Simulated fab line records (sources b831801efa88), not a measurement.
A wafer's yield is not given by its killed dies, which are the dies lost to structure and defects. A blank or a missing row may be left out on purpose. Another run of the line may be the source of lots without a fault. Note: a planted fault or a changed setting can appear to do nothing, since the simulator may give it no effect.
Comparing a struck lot with a sound one + flow sky130 + 32 out of 708 route steps
Sound: the wafers L890.2, L890.5, L890.6. The struck wafers were L879.2, L879.3, L879.6. At the end, the cause is stated.
Each step with rows lists, per side, the tool, then ch with its chambers, then its first start. Under that, the readings that differ: sound wafers + struck wafers + difference of the means + sigmas: that difference in standard deviations of wafers without a fault.
alike: a reading whose means differ by less than 2 such deviations, as well as words and numbers matching on both sides. not compared: withheld readings; readings where some wafer has no value; bounds like >300 that might hide an equal value; numbers whose values overlap and for which the record gives no deviation.
The two part at a step that has a row with sigmas, a row that says differs or no value, or rows on one side only. Numbers that have no deviation but don't overlap get no sigmas and don't part them. A reading that every wafer of one side lacks parts them only if that side has two wafers or more.

SKY_PWDE_OVL_MEAS_07:
  sound: overlay-02 at day 7 04:20; struck: overlay-01 at day 4 15:47
  alike: PWDE_OVL
following that, these wafers have no rows for 1 step: SKY_PWDE_IMPLANT_08.
SKY_PWDE_STRIP_09: strips in O2/N2.
  sound on plasma_asher-04 ch 0,1, day 7 04:31; struck on plasma_asher-01 ch 0,1, day 4 15:58
  alike: drypump_motor_current_A, oes_product_au, strip_time_to_endpoint_s
  not compared: rf_hours_counter_h
SKY_PWDE_TW_MEAS_10:
  sound: film_metro-03 at day 7 04:37; struck: film_metro-01 at day 4 16:05
  alike: PWDE_TW
then, 7 steps without rows for these wafers: SKY_NWELL_DEHYDRATE_03 (time 60 s); SKY_NWELL_HMDS_04 (prime time 60 s); SKY_NWELL_COAT_05 (resist thk 3000 nm); SKY_NWELL_SOFTBAKE_06; SKY_NWELL_EXPOSE_07 (exposes mask NWM, target cd 840 nm); SKY_NWELL_PEB_08; SKY_NWELL_DEVELOP_09 (develop time 60 s).
SKY_NWELL_OVL_MEAS_10:
  sound: overlay-01 at day 8 00:13; struck: overlay-01 at day 5 09:52
  alike: NWELL_00_OVL
SKY_NWELL_IMPLANT_11:
  sound on implanter-02 ch 0, day 8 00:17; struck on implanter-03 ch 0, day 5 09:56
| reading                   | sound                | struck               | difference | sigmas      |
|---------------------------|----------------------|----------------------|------------|-------------|
| beam_energy_keV           | 399.95 400.04 399.94 | 315.12 315.26 315.25 | -84.77     | -99 or more |
| model.implant.rp_nm (nm)  | 501 501 501          | 383 383 383          | -118       |             |
| model.implant.drp_nm (nm) | 116.9 116.9 116.9    | 104.1 104.1 104.1    | -12.8      |             |
then, 2 steps without rows for these wafers: SKY_NWELL_IMPLANT_12; SKY_NWELL_IMPLANT_13.
SKY_NWELL_STRIP_14: strips in O2/N2.
  sound on plasma_asher-01 ch 0,1, day 8 00:42; struck on plasma_asher-03 ch 0,1, day 5 10:21
| reading                     | sound          | struck         | difference | sigmas |
|-----------------------------|----------------|----------------|------------|--------|
| drypump_motor_current_A (A) | 5.65 5.65 5.65 | 6.20 6.17 5.74 | +0.39      | +2     |
  alike: oes_product_au, strip_time_to_endpoint_s
  not compared: rf_hours_counter_h
SKY_NWELL_TW_MEAS_15:
  sound: film_metro-02 at day 8 00:49; struck: film_metro-03 at day 5 10:28
  alike: NWELL_TW
then, 7 steps without rows for these wafers: SKY_NWELL_DEHYDRATE_16 (time 60 s); SKY_NWELL_HMDS_17 (prime time 60 s); SKY_NWELL_COAT_18 (resist thk 3000 nm); SKY_NWELL_SOFTBAKE_19; SKY_NWELL_EXPOSE_20 (exposes mask NWM COMPLEMENT, target cd 840 nm); SKY_NWELL_PEB_21; SKY_NWELL_DEVELOP_22 (develop time 60 s).
SKY_NWELL_OVL_MEAS_23:
  sound: overlay-02 at day 8 21:13; struck: overlay-02 at day 6 04:08
  alike: NWELL_01_OVL
following that, these wafers have no rows for 1 step: SKY_NWELL_IMPLANT_24.
SKY_NWELL_STRIP_25: strips in O2/N2.
  sound on plasma_asher-04 ch 0,1, day 8 21:24; struck on plasma_asher-03 ch 0,1, day 6 04:19
  alike: drypump_motor_current_A, oes_product_au, strip_time_to_endpoint_s
  not compared: rf_hours_counter_h
SKY_NWELL_TW_MEAS_26:
  sound: film_metro-03 at day 8 21:34; struck: film_metro-01 at day 6 04:25
  alike: NWELL_2_TW
then, 1 step without rows for these wafers: SKY_NWELL_CLEAN_27 (cleans in SC1/SC2, time 150 s).
SKY_NWELL_RTA_28: time 30 s.
  sound on rtp_anneal-02 ch 0, day 8 21:41; struck on rtp_anneal-01 ch 0, day 6 04:32
  alike: lamp_power_pct, wafer_temp_C_max
SKY_NWELL_RS_MEAS_29: uses a four-point probe to measure.
  sound: film_metro-01 at day 8 21:47; struck: film_metro-02 at day 6 04:38
| reading           | sound             | struck            | difference | sigmas |
|-------------------|-------------------|-------------------|------------|--------|
| NWELL_RS (ohm/sq) | 624.8 625.3 624.5 | 658.5 659.6 659.5 | +34.3      | +18    |
-- the record jumps here: 41 days lie between the struck wafers' starts before and after (it left off in module NWELL and takes up again in module PAD_OPEN, whose first step shown is number 708 of the route) --
SKY_PAD_OPEN_PROBE_99:
  sound: prober-01 at day 49 09:43; struck: prober-01 at day 46 22:34
| reading                                 | sound                         | struck                        | difference | sigmas |
|-----------------------------------------|-------------------------------|-------------------------------|------------|--------|
| model.etest.pfet_16v.r_on_ohm_um        | 1.53e+04 1.55e+04 1.522e+04   | 1.694e+04 1.681e+04 1.725e+04 | +1.660e+03 |        |
| model.etest.res_nwell.line_ohm_um       | 1121 1130 1114                | 2739 2566 2837                | +1592      |        |
| model.etest.res_nwell.rs_ohm_sq         | 942.9 962.4 941.7             | 2102 1966 2133                | +1118      |        |
| model.etest.nfet_16v.r_on_ohm_um        | 1.425e+04 1.426e+04 1.432e+04 | 1.54e+04 1.501e+04 1.553e+04  | +1.04e+03  |        |
| model.etest.pfet_g5v0d10v5.r_on_ohm_um  | 4717 4813 4776                | 5031 5061 5141                | +309       |        |
| model.etest.tip_p_5v.rs_ohm_sq          | 2861 2876 2860                | 3179 3204 3219                | +335       |        |
| model.etest.tip_p.rs_ohm_sq             | 6950 6942 6872                | 7163 7185 7182                | +255       |        |
| model.etest.res_iso_pwell.width_nm (nm) | 2636 2643 2659                | 2729 2720 2734                | +82        |        |
  alike: killed_at_M0_to_M3, killed_at_M4_up, killed_at_contacts, killed_at_front_end, killed_at_other, killed_dies, killed_on_rim, killed_open, killed_short

WHERE THEY PART
First at SKY_NWELL_IMPLANT_11; last, within this record, at SKY_NWELL_RS_MEAS_29. Later steps at which nothing parts them and some readings are alike: SKY_PAD_OPEN_PROBE_99.

WHY: what had been put in by the simulator
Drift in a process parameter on implanter-03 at SKY_NWELL_IMPLANT_11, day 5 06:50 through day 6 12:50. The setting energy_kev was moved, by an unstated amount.
